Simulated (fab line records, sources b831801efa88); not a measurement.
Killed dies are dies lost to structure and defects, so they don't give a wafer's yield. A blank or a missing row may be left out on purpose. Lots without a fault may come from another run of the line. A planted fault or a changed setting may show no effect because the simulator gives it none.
Which tool did it? | flow gf180mcu | 14 lots, 42 wafers sampled, at 1 step of a route of 602

WHAT THE GAUGES READ, wafer by wafer
GF_MVSD_OVL_MEAS_07. Usual: MVSD_OVL 0.5 nm, standard deviation 1.3.
lot  | measured     | on         | MVSD_OVL (nm)  | flag
L596 | day 4 21:47  | overlay-01 | 0.8 -1.0 0.4   |
L598 | day 5 08:26  | overlay-01 | -0.1 0.7 -1.2  |
L599 | day 5 15:31  | overlay-01 | -0.7 0.5 -0.5  |
L600 | day 5 21:08  | overlay-02 | 0.6 1.0 2.7    |
L601 | day 6 00:39  | overlay-02 | -1.3 -2.0 -2.2 |
L602 | day 6 07:51  | overlay-02 | 0.0 0.4 1.6    |
L606 | day 7 08:45  | overlay-02 | -0.3 -0.4 0.0  |
L607 | day 7 19:38  | overlay-02 | 1.4 2.5 1.1    |
L610 | day 8 11:01  | overlay-01 | -1.3 -0.1 1.2  |
L611 | day 8 13:50  | overlay-01 | 2.4 3.4 2.3    |
L612 | day 8 23:35  | overlay-01 | 2.4 1.2 0.0    |
L613 | day 9 04:56  | overlay-01 | 0.4 0.6 1.9    |
L615 | day 9 11:17  | overlay-01 | 1.3 1.0 0.7    |
L617 | day 10 00:21 | overlay-01 | 0.8 1.2 0.9    |

WHICH TOOL RAN EACH LOT (tool, then ch and the chambers of the sampled wafers, then the start)
The record holds no process step before these readings.

WHAT THE TOOLS THEMSELVES READ (means of the sampled wafers that have a number; where no wafer has one, the mark that the record gives instead)
The record holds no such reading with a usual standard deviation.

THE ANSWER, worked out from the rows above alone
Rule: a lot is off if the mean of its wafers that have a number lies more than 3 standard deviations from the usual mean. A lot without any number at a reading at which 4 lots or more have one is off too. The other lots that the step has rows for count as sound. The gauges are gone through in route order, then the tools' own readings, and for those a lot's mean is taken as printed above. The first step at which some lot is off is used, and at that step the reading that is off furthest; a lot without a number counts as furthest.
No lot is off at any reading shown: from this, nothing can be told.

WHAT THE SIMULATOR HAD PUT IN
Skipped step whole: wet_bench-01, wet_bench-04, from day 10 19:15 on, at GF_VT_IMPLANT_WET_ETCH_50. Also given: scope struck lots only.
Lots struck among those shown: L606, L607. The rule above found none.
